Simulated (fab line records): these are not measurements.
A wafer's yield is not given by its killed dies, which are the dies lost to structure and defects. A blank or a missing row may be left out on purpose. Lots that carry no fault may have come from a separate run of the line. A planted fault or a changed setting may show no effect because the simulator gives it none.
Which tool is to blame? -- flow gf180mcu -- 7 lots with 21 wafers sampled at 3 steps, on a route of 602 steps

WHAT THE GAUGES READ, wafer by wafer
GF_NWELL_TW_MEAS_11.
lot,measured,on,NWELL_TW
L721,day 3 15:11,filmMetro-04,1564 1551 1561
L725,day 4 12:24,filmMetro-04,1557 1560 1552
L727,day 4 22:16,filmMetro-02,1605 1616 1609
L733,day 6 05:42,filmMetro-01,1565 1572 1576
L735,day 6 15:44,filmMetro-01,1569 1563 1568
L738,day 7 21:56,filmMetro-02,31 31 31
L743,day 8 15:11,filmMetro-01,1556 1564 1545

EACH LOT AND THE TOOL THAT RAN IT (in order: tool; ch and the chambers of the sampled wafers; start)
lot,GF_DNWELL_STRIP_08,GF_NWELL_STRIP_10
L721,"plasmaAsher-03 ch 0,1, day 3 01:24","plasmaAsher-04 ch 0,1, day 3 15:05"
L725,"plasmaAsher-03 ch 0, day 3 22:54","plasmaAsher-02 ch 0, day 4 12:18"
L727,"plasmaAsher-01 ch 0,1, day 4 07:50","plasmaAsher-04 ch 0,1, day 4 22:11"
L733,"plasmaAsher-02 ch 1, day 5 15:04","plasmaAsher-04 ch 1, day 6 05:36"
L735,"plasmaAsher-03 ch 0, day 6 01:42","plasmaAsher-04 ch 1, day 6 15:38"
L738,"plasmaAsher-01 ch 0,1, day 7 05:41","plasmaAsher-02 ch 0,1, day 7 21:50"
L743,"plasmaAsher-03 ch 0, day 7 21:59","plasmaAsher-04 ch 0, day 8 15:05"
- GF_DNWELL_STRIP_08: strips in O2/N2.
- GF_NWELL_STRIP_10: strips in O2/N2.

THE ANSWER, worked out from the rows above alone
Rule: the lots themselves supply what counts as usual. Put in order of their means at a reading, lots are off if they are a third of the lots or fewer, leave a main group of 4 or more, and stand apart from it by a gap of 3 or more times the standard deviation of the main group's means; of several such gaps the widest counts. Not used: any main group whose means are identical at the precision the tables above print for the reading. A lot without any number at a reading at which 4 lots or more have one is off too. Any other lot the step has rows for is counted as sound.
Off: L738, seen at GF_NWELL_TW_MEAS_11 (NWELL_TW). The main group: mean 1570, standard deviation 19.
A tool fits if, at a process step before that reading, it ran every lot that is off, and no sound lot after the first of them. The gauges at GF_NWELL_TW_MEAS_11 are tried like those tools. Can't be told from this: 3 tools fit, plasmaAsher-01 at GF_DNWELL_STRIP_08, plasmaAsher-02 at GF_NWELL_STRIP_10, filmMetro-02 at GF_NWELL_TW_MEAS_11.

WHAT HAD BEEN PUT IN BY THE SIMULATOR
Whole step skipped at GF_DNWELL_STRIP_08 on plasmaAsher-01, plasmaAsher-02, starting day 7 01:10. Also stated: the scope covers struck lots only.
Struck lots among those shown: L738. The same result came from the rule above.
